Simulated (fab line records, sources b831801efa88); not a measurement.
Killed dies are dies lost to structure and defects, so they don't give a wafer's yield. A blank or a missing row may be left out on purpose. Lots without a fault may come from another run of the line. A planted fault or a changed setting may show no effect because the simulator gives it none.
Tool commonality check | flow sky130 | 14 lots, 42 wafers sampled

WHY IT WAS OPENED
At SKY_RES_XHIGH_TW_MEAS_09 the reading RES_XHIGH_TW is flagged on 2 of 14 lots. Wafers without a fault read 1637, standard deviation 31.
Rule: a lot is flagged when every wafer of it that has a number lies more than 4 standard deviations from that mean, or none has a number. The other lots count as sound.

lot  | measured     | on            | RES_XHIGH_TW, wafer by wafer | flag
L101 | day 27 04:30 | film_metro-03 | 1610 1604 1602               |
L102 | day 27 13:54 | film_metro-03 | 1599 1612 1604               |
L104 | day 28 12:59 | film_metro-04 | 1682 1666 1679               |
L106 | day 28 22:14 | film_metro-03 | 1582 1595 1588               |
L107 | day 29 08:20 | film_metro-02 | 1641 1642 1638               |
L109 | day 30 00:18 | film_metro-04 | 1672 1668 1672               |
L108 | day 30 02:47 | film_metro-04 | 1669 1659 1663               |
L111 | day 30 19:14 | film_metro-03 | 1472 1468 1477               | FLAGGED
L112 | day 30 20:42 | film_metro-04 | 1672 1666 1666               |
L113 | day 31 03:38 | film_metro-04 | 1508 1512 1510               | FLAGGED
L119 | day 33 15:12 | film_metro-03 | 1617 1619 1614               |
L121 | day 33 22:42 | film_metro-04 | 1659 1666 1675               |
L122 | day 34 03:05 | film_metro-02 | 1644 1655 1647               |
L123 | day 34 08:52 | film_metro-04 | 1666 1677 1670               |
The numbers of the flagged lots are 1491 on average: -146 against the usual, or -5 standard deviations.

WHICH TOOL RAN EACH LOT
The record holds 1 process step before the reading, out of a route of 708 steps. In each cell: the tool, then ch and the chambers that the sampled wafers went through, then the start.
lot  | flag    | SKY_RES_XHIGH_IMPLANT_07
L101 |         | implanter-02 ch 0, day 27 04:16
L102 |         | implanter-03 ch 0, day 27 13:40
L104 |         | implanter-03 ch 0, day 28 12:44
L106 |         | implanter-01 ch 0, day 28 22:02
L107 |         | implanter-02 ch 0, day 29 08:05
L109 |         | implanter-02 ch 0, day 30 00:04
L108 |         | implanter-02 ch 0, day 30 02:32
L111 | FLAGGED | implanter-02 ch 0, day 30 18:59
L112 |         | implanter-03 ch 0, day 30 20:28
L113 | FLAGGED | implanter-02 ch 0, day 31 03:23
L119 |         | implanter-01 ch 0, day 33 14:57
L121 |         | implanter-01 ch 0, day 33 22:27
L122 |         | implanter-02 ch 0, day 34 02:53
L123 |         | implanter-03 ch 0, day 34 08:40
What these steps do:
- SKY_RES_XHIGH_IMPLANT_07
- SKY_RES_XHIGH_TW_MEAS_09

FLAGGED OVER TOTAL, TOOL BY TOOL (the gauges that took the reading come last)
step                     | tool          | lots run | flagged | share of the flagged lots | sound lots run after its first flagged lot
SKY_RES_XHIGH_IMPLANT_07 | implanter-01  | 3        | 0       | none                      | -
SKY_RES_XHIGH_IMPLANT_07 | implanter-02  | 7        | 2       | all                       | 1 (L122)
SKY_RES_XHIGH_IMPLANT_07 | implanter-03  | 4        | 0       | none                      | -
SKY_RES_XHIGH_TW_MEAS_09 | film_metro-02 | 2        | 0       | none                      | -
SKY_RES_XHIGH_TW_MEAS_09 | film_metro-03 | 5        | 1       | some                      | 1 (L119)
SKY_RES_XHIGH_TW_MEAS_09 | film_metro-04 | 7        | 1       | some                      | 2 (L121,L123)

WHAT THE TABLE ALLOWS
1 row of the table ran every flagged lot: implanter-02 at SKY_RES_XHIGH_IMPLANT_07.
- implanter-02 at SKY_RES_XHIGH_IMPLANT_07: 2 of its 7 lots flagged. Sound lots ran on it after the first flagged one (L122), which a lasting fault on the whole tool wouldn't allow. Its own readings lie more than 4 standard deviations out on every wafer of the flagged lots: beam_on_s, dose_ions_cm2.
No row of the table ran every flagged lot and no sound lot after the first.

WHAT THE SIMULATOR HAD PUT IN
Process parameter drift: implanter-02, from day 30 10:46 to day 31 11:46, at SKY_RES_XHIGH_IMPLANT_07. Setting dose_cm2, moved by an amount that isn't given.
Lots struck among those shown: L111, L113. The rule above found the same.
